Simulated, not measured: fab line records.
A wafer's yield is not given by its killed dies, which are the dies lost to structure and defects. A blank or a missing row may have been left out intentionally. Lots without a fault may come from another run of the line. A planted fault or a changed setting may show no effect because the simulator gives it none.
A struck lot beside a sound one + flow sky130 + 43 steps out of a route of 708
Sound: the wafers L499.4, L499.5, L499.6. Struck: wafers L509.4, L509.5, L509.6. The cause is named last.
For every step that has rows: the tool of each side, followed by ch and its chambers, followed by its first start. Under that, the readings that differ: sound wafers + struck wafers + difference of the means + sigmas: that difference in standard deviations of wafers without a fault.
alike: words and numbers the same on both sides, and readings whose means are apart by under 2 such deviations; not compared: readings that were withheld, readings missing a value for some wafer, numbers with overlapping values and no deviation given by the record, and bounds like >300 which may hide the same value.
A row with sigmas, a row that says differs or no value, or rows on one side alone: a step with any of these is where the two part. Numbers that have no deviation but don't overlap get no sigmas and don't part them. A reading missing from all wafers of one side parts the sides only when that side holds two or more wafers.

first, 4 steps without rows for these wafers: SKY_FIELD_ISO_SOFTBAKE_09 (time 90 s); SKY_FIELD_ISO_EXPOSE_10 (exposes mask FOM, target cd 150 nm); SKY_FIELD_ISO_PEB_11; SKY_FIELD_ISO_DEVELOP_12 (develop time 60 s).
SKY_FIELD_ISO_CD_MEAS_13: the cd target is 150 nm.
  struck on cd sem-02, day 5 04:28; sound on cd sem-02, day 3 02:19
  alike: cd nm
SKY_FIELD_ISO_ETCH_14: etches BARC in N2/H2, stops on SiO2, time 45.9 s, target depth 60 nm.
  sound on rie diel-04 ch 0,2,3, day 3 02:23; struck on rie diel-01 ch 0,1, day 5 04:32
  alike: chamber pressure mTorr, drypump motor current A, n2 flow sccm, oes product au, throttle valve pct
  not compared: rf hours counter h
then, 1 step without rows for these wafers: SKY_FIELD_ISO_ETCH_15 (etches the open film in CHF3/O2, stops on Si, target depth 180 nm, time 72 s).
SKY_FIELD_ISO_STRIP_16: strips in O2/N2.
  sound on plasma asher-03 ch 0,1, day 3 02:31; struck on plasma asher-03 ch 0,1, day 5 04:40
  alike: chamber pressure mTorr, drypump motor current A, n2 flow sccm, oes product au, strip time to endpoint s
  not compared: rf hours counter h
SKY_FIELD_ISO_ETCH_17: etches Si in HBr/Cl2/O2, target depth 342 nm, time 97.7 s.
  sound on rie si-02 ch 1,2,3, day 3 02:35; struck on rie si-01 ch 0,1,2, day 5 04:44
  alike: chamber pressure mTorr, drypump motor current A, mfc cl2 sccm, oes product au, throttle valve pct
  not compared: rf hours counter h
then, 3 steps without rows for these wafers: SKY_FIELD_ISO_WET_ETCH_18 (etches Si3N4 in H3PO4, target depth 25 nm, time 286 s); SKY_FIELD_ISO_CLEAN_19 (cleans in SC1/SC2, time 150 s); SKY_FIELD_ISO_CLEAN_20 (cleans in dHF, time 20 s).
SKY_FIELD_ISO_WET_ETCH_21: etches SiO2 in dHF, target depth 20 nm, time 400 s.
  sound on wet bench-01 ch 1, day 3 02:49; struck on wet bench-01 ch 3, day 5 04:57
then, 1 step without rows for these wafers: SKY_FIELD_ISO_OXIDATION_22 (stabilise 600 s, purge 300 s, target thk 10 nm).
SKY_FIELD_ISO_THK_MEAS_23:
  struck on film metro-01, day 5 07:06; sound on film metro-04, day 3 05:24
  alike: FIELD_ISO_OXIDATION_01_THK
then, 1 step without rows for these wafers: SKY_FIELD_ISO_CVD_24 (deposits SiO2, target thk 595 nm, time 99.2 s).
SKY_FIELD_ISO_THK_MEAS_25:
  struck on film metro-03, day 5 07:14; sound on film metro-04, day 3 05:32
  alike: FIELD_ISO_CVD_24_THK
then, 1 step without rows for these wafers: SKY_FIELD_ISO_ANNEAL_26 (time 1800 s).
SKY_FIELD_ISO_CMP_27: polishes, stops on Si3N4, t overpolish 16 s, target thk 457.8 nm.
  sound on cmp-01 ch 0,3, day 3 08:23; struck on cmp-02 ch 1,2, day 5 08:46
  alike: motor current A, overpolish run s, slurry flow ml min, time to endpoint s
then, 5 steps without rows for these wafers: SKY_FIELD_ISO_WET_ETCH_28 (etches SiO2 in dHF, target depth 23.7 nm, time 47 s); SKY_FIELD_ISO_WET_ETCH_29 (etches Si3N4 in H3PO4, target depth 160 nm, time 1825 s); SKY_FIELD_ISO_WET_ETCH_30 (etches SiO2 in dHF, target depth 25 nm, time 50 s); SKY_NWELL_CLEAN_00 (cleans in SC1/SC2, time 150 s); SKY_NWELL_OXIDATION_01 (stabilise 600 s, purge 300 s, target thk 10 nm).
SKY_NWELL_THK_MEAS_02:
  struck on film metro-04, day 5 12:45; sound on film metro-04, day 3 10:58
  alike: NWELL_OXIDATION_THK
then, 8 steps without rows for these wafers: SKY_DNWELL_DEHYDRATE_00 (time 60 s); SKY_DNWELL_HMDS_01 (prime time 60 s); SKY_DNWELL_COAT_02 (resist thk 3000 nm); SKY_DNWELL_SOFTBAKE_03; SKY_DNWELL_EXPOSE_04 (exposes mask DNM, target cd 3000 nm); SKY_DNWELL_PEB_05; SKY_DNWELL_DEVELOP_06 (develop time 60 s); SKY_DNWELL_IMPLANT_07.
SKY_DNWELL_STRIP_08: strips in O2/N2.
  sound on plasma asher-04 ch 0,1, day 4 03:45; struck on plasma asher-03 ch 0,1, day 6 06:35
  alike: chamber pressure mTorr, drypump motor current A, n2 flow sccm, oes product au, strip time to endpoint s
  not compared: rf hours counter h
SKY_DNWELL_TW_MEAS_09:
  struck on film metro-04, day 6 06:41; sound on film metro-03, day 4 03:50
  alike: DNWELL_TW
then, 7 steps without rows for these wafers: SKY_PWDE_DEHYDRATE_00 (time 60 s); SKY_PWDE_HMDS_01 (prime time 60 s); SKY_PWDE_COAT_02 (resist thk 3000 nm); SKY_PWDE_SOFTBAKE_03; SKY_PWDE_EXPOSE_04 (exposes mask PWDEM, target cd 840 nm); SKY_PWDE_PEB_05; SKY_PWDE_DEVELOP_06 (develop time 60 s).
-- the record jumps here: 43 days lie between the struck wafers' starts before and after (it left off in module PWDE and takes up again in module PAD_OPEN, whose first step shown is number 708 of the route) --
SKY_PAD_OPEN_PROBE_99:
  struck on prober-02, day 49 02:36; sound on prober-02, day 46 20:06
| reading             | sound    | struck      | difference | sigmas |
|---------------------|----------|-------------|------------|--------|
| killed at front end | 15 22 18 | 60 66 65    | +45        | +10    |
| killed dies         | 91 96 81 | 135 140 142 | +50        | +6     |
  alike: killed_at_M0_to_M3, killed_at_M4_up, killed at contacts, killed at other, killed open, killed short

## WHERE THEY PART
Only at SKY_PAD_OPEN_PROBE_99, within this record.

WHY: what had been put in by the simulator
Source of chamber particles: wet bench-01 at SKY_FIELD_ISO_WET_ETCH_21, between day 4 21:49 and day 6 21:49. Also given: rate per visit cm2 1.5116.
